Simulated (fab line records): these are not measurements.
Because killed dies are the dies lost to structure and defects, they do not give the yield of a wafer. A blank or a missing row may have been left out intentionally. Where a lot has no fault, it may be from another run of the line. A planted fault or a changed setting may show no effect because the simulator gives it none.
Which of the tools did it? / flow gf180mcu / Sampling: 13 lots, 39 wafers, 4 of 602 route steps

== WHAT THE GAUGES SHOWED, per wafer ==
GF_V5_CD_MEAS_14: the cd target is 260 nm. Usual: cd-nm at 259.9 nm, with a standard deviation of 1.2.
lot=L501; measured=day 27 10:17; on=cd-sem-01; cd-nm (nm)=260.4 260.7 259.0; flag=
lot=L502; measured=day 27 17:55; on=cd-sem-01; cd-nm (nm)=259.7 259.4 259.9; flag=
lot=L503; measured=day 27 22:14; on=cd-sem-01; cd-nm (nm)=259.2 258.9 259.0; flag=
lot=L506; measured=day 29 03:56; on=cd-sem-01; cd-nm (nm)=259.4 259.9 261.0; flag=
lot=L507; measured=day 29 08:34; on=cd-sem-01; cd-nm (nm)=258.7 258.3 258.7; flag=
lot=L508; measured=day 29 13:17; on=cd-sem-02; cd-nm (nm)=260.9 260.2 259.3; flag=
lot=L509; measured=day 29 20:05; on=cd-sem-01; cd-nm (nm)=259.3 259.8 259.0; flag=
lot=L510; measured=day 30 03:15; on=cd-sem-01; cd-nm (nm)=258.3 259.1 260.1; flag=
lot=L511; measured=day 30 13:35; on=cd-sem-02; cd-nm (nm)=257.5 258.1 259.0; flag=
lot=L513; measured=day 31 03:50; on=cd-sem-02; cd-nm (nm)=261.4 261.6 261.3; flag=
lot=L520; measured=day 32 19:43; on=cd-sem-02; cd-nm (nm)=259.2 258.1 257.8; flag=
lot=L523; measured=day 33 10:50; on=cd-sem-02; cd-nm (nm)=259.6 260.1 259.3; flag=
lot=L524; measured=day 33 22:02; on=cd-sem-01; cd-nm (nm)=260.4 259.2 259.2; flag=

GF_PASSIVATION_THK_MEAS_01. Usual: for PASSIVATION_CVD_00_THK the level is 996 nm and the standard deviation is 16.
lot=L501; measured=day 28 11:58; on=film-metro-01; PASSIVATION_CVD_00_THK (nm)=1004 991 1027; flag=
lot=L502; measured=day 28 15:54; on=film-metro-04; PASSIVATION_CVD_00_THK (nm)=1009 1017 994; flag=
lot=L503; measured=day 28 18:38; on=film-metro-01; PASSIVATION_CVD_00_THK (nm)=984 1011 989; flag=
lot=L506; measured=day 30 01:32; on=film-metro-04; PASSIVATION_CVD_00_THK (nm)=991 1012 987; flag=
lot=L507; measured=day 30 05:38; on=film-metro-01; PASSIVATION_CVD_00_THK (nm)=983 962 977; flag=
lot=L508; measured=day 30 10:26; on=film-metro-01; PASSIVATION_CVD_00_THK (nm)=984 989 999; flag=
lot=L509; measured=day 30 17:46; on=film-metro-01; PASSIVATION_CVD_00_THK (nm)=997 978 1005; flag=
lot=L510; measured=day 31 00:09; on=film-metro-04; PASSIVATION_CVD_00_THK (nm)=1004 967 984; flag=
lot=L511; measured=day 31 10:01; on=film-metro-01; PASSIVATION_CVD_00_THK (nm)=990 1004 989; flag=
lot=L513; measured=day 31 23:55; on=film-metro-01; PASSIVATION_CVD_00_THK (nm)=996 1000 1001; flag=
lot=L520; measured=day 33 14:38; on=film-metro-02; PASSIVATION_CVD_00_THK (nm)=1008 1037 992; flag=
lot=L523; measured=day 34 04:47; on=film-metro-04; PASSIVATION_CVD_00_THK (nm)=1003 971 1001; flag=
lot=L524; measured=day 34 15:09; on=film-metro-01; PASSIVATION_CVD_00_THK (nm)=993 987 1005; flag=

== WHAT TOOL EACH LOT RAN ON (gives the tool, then ch and the chambers of the sampled wafers, and finally the start) ==
lot=L501; GF_M4_SPUTTER_00=pvd-sputter-02, day 22 15:58; GF_V5_ETCH_17=rie-diel-04 ch 0,2,3, day 28 11:58 or earlier
lot=L502; GF_M4_SPUTTER_00=pvd-sputter-04, day 22 23:02; GF_V5_ETCH_17=rie-diel-04 ch 0,2,3, day 28 15:54 or earlier
lot=L503; GF_M4_SPUTTER_00=pvd-sputter-04, day 23 06:29; GF_V5_ETCH_17=rie-diel-04 ch 1,3, day 28 18:38 or earlier
lot=L506; GF_M4_SPUTTER_00=pvd-sputter-03, day 24 13:02; GF_V5_ETCH_17=rie-diel-02 ch 0,2,3, day 30 01:32 or earlier
lot=L507; GF_M4_SPUTTER_00=pvd-sputter-02, day 24 18:54; GF_V5_ETCH_17=rie-diel-03 ch 0,2,3, day 30 05:38 or earlier
lot=L508; GF_M4_SPUTTER_00=pvd-sputter-04, day 25 05:32; GF_V5_ETCH_17=rie-diel-04 ch 1,2,3, day 30 10:26 or earlier
lot=L509; GF_M4_SPUTTER_00=pvd-sputter-02, day 25 12:00; GF_V5_ETCH_17=rie-diel-03 ch 1,2,3, day 30 17:46 or earlier
lot=L510; GF_M4_SPUTTER_00=pvd-sputter-02, day 25 20:02; GF_V5_ETCH_17=rie-diel-02 ch 0,2,3, day 31 00:09 or earlier
lot=L511; GF_M4_SPUTTER_00=pvd-sputter-02, day 26 08:03; GF_V5_ETCH_17=rie-diel-02 ch 0,3, day 31 10:01 or earlier
lot=L513; GF_M4_SPUTTER_00=pvd-sputter-02, day 26 22:28; GF_V5_ETCH_17=rie-diel-02 ch 0,2,3, day 31 23:55 or earlier
lot=L520; GF_M4_SPUTTER_00=pvd-sputter-04, day 28 19:26; GF_V5_ETCH_17=rie-diel-04 ch 0,1,2, day 33 14:38 or earlier
lot=L523; GF_M4_SPUTTER_00=pvd-sputter-03, day 29 15:03; GF_V5_ETCH_17=rie-diel-02 ch 0,1,3, day 34 04:47 or earlier
lot=L524; GF_M4_SPUTTER_00=pvd-sputter-02, day 30 04:59; GF_V5_ETCH_17=rie-diel-04 ch 0,2, day 34 15:09 or earlier
- GF_M4_SPUTTER_00: material Ti, target thk 37.5 nm, time 150 s.
- GF_V5_ETCH_17: etches SiO2 in C4F8/O2/Ar, stops on TiN, target depth 855 nm.

== AS READ BY THE TOOLS THEMSELVES (means over the sampled wafers that have a number; for cases with no such wafer, the mark the record gives instead) ==
GF_M4_SPUTTER_00. Usual: throttle-valve-pct at 29.8 %, with a standard deviation of 0.68.
lot=L501; tool=pvd-sputter-02; throttle-valve-pct (%)=30.2; flag=
lot=L502; tool=pvd-sputter-04; throttle-valve-pct (%)=29.2; flag=
lot=L503; tool=pvd-sputter-04; throttle-valve-pct (%)=30.0; flag=
lot=L506; tool=pvd-sputter-03; throttle-valve-pct (%)=29.4; flag=
lot=L507; tool=pvd-sputter-02; throttle-valve-pct (%)=29.6; flag=
lot=L508; tool=pvd-sputter-04; throttle-valve-pct (%)=29.9; flag=
lot=L509; tool=pvd-sputter-02; throttle-valve-pct (%)=30.0; flag=
lot=L510; tool=pvd-sputter-02; throttle-valve-pct (%)=30.2; flag=
lot=L511; tool=pvd-sputter-02; throttle-valve-pct (%)=29.6; flag=
lot=L513; tool=pvd-sputter-02; throttle-valve-pct (%)=30.2; flag=
lot=L520; tool=pvd-sputter-04; throttle-valve-pct (%)=29.8; flag=
lot=L523; tool=pvd-sputter-03; throttle-valve-pct (%)=29.9; flag=
lot=L524; tool=pvd-sputter-02; throttle-valve-pct (%)=30.3; flag=

GF_V5_ETCH_17. Usual: oes-product-au 0.860 a.u., standard deviation 0.0047; rf-fwd-power-W 1494 W, standard deviation 4.8.
lot=L501; tool=rie-diel-04; oes-product-au (a.u.)=0.861; rf-fwd-power-W (W)=1493; flag=
lot=L502; tool=rie-diel-04; oes-product-au (a.u.)=0.862; rf-fwd-power-W (W)=1494; flag=
lot=L503; tool=rie-diel-04; oes-product-au (a.u.)=0.857; rf-fwd-power-W (W)=1494; flag=
lot=L506; tool=rie-diel-02; oes-product-au (a.u.)=0.859; rf-fwd-power-W (W)=1494; flag=
lot=L507; tool=rie-diel-03; oes-product-au (a.u.)=0.860; rf-fwd-power-W (W)=1495; flag=
lot=L508; tool=rie-diel-04; oes-product-au (a.u.)=0.857; rf-fwd-power-W (W)=1496; flag=
lot=L509; tool=rie-diel-03; oes-product-au (a.u.)=0.860; rf-fwd-power-W (W)=1493; flag=
lot=L510; tool=rie-diel-02; oes-product-au (a.u.)=0.859; rf-fwd-power-W (W)=1492; flag=
lot=L511; tool=rie-diel-02; oes-product-au (a.u.)=0.861; rf-fwd-power-W (W)=1494; flag=
lot=L513; tool=rie-diel-02; oes-product-au (a.u.)=0.861; rf-fwd-power-W (W)=1498; flag=
lot=L520; tool=rie-diel-04; oes-product-au (a.u.)=0.860; rf-fwd-power-W (W)=1491; flag=
lot=L523; tool=rie-diel-02; oes-product-au (a.u.)=0.865; rf-fwd-power-W (W)=1494; flag=
lot=L524; tool=rie-diel-04; oes-product-au (a.u.)=0.856; rf-fwd-power-W (W)=1491; flag=

== THE ANSWER, worked out from the rows above alone ==
Rule: take the mean of a lot's wafers that have a number; if it is more than 3 standard deviations from the usual mean, the lot is off. Also off: a lot with no number at a reading for which 4 or more lots have one. Any other lot the step has rows for is counted as sound. The gauges are gone through in route order, then the tools' own readings, and for those a lot's mean is taken as printed above. At the first step where some lot is off, the reading lying furthest off is the one used; lots without a number count as furthest.
Nothing can be told from this: no lot is off at any reading shown.

== WHAT THE SIMULATOR HAD PUT IN ==
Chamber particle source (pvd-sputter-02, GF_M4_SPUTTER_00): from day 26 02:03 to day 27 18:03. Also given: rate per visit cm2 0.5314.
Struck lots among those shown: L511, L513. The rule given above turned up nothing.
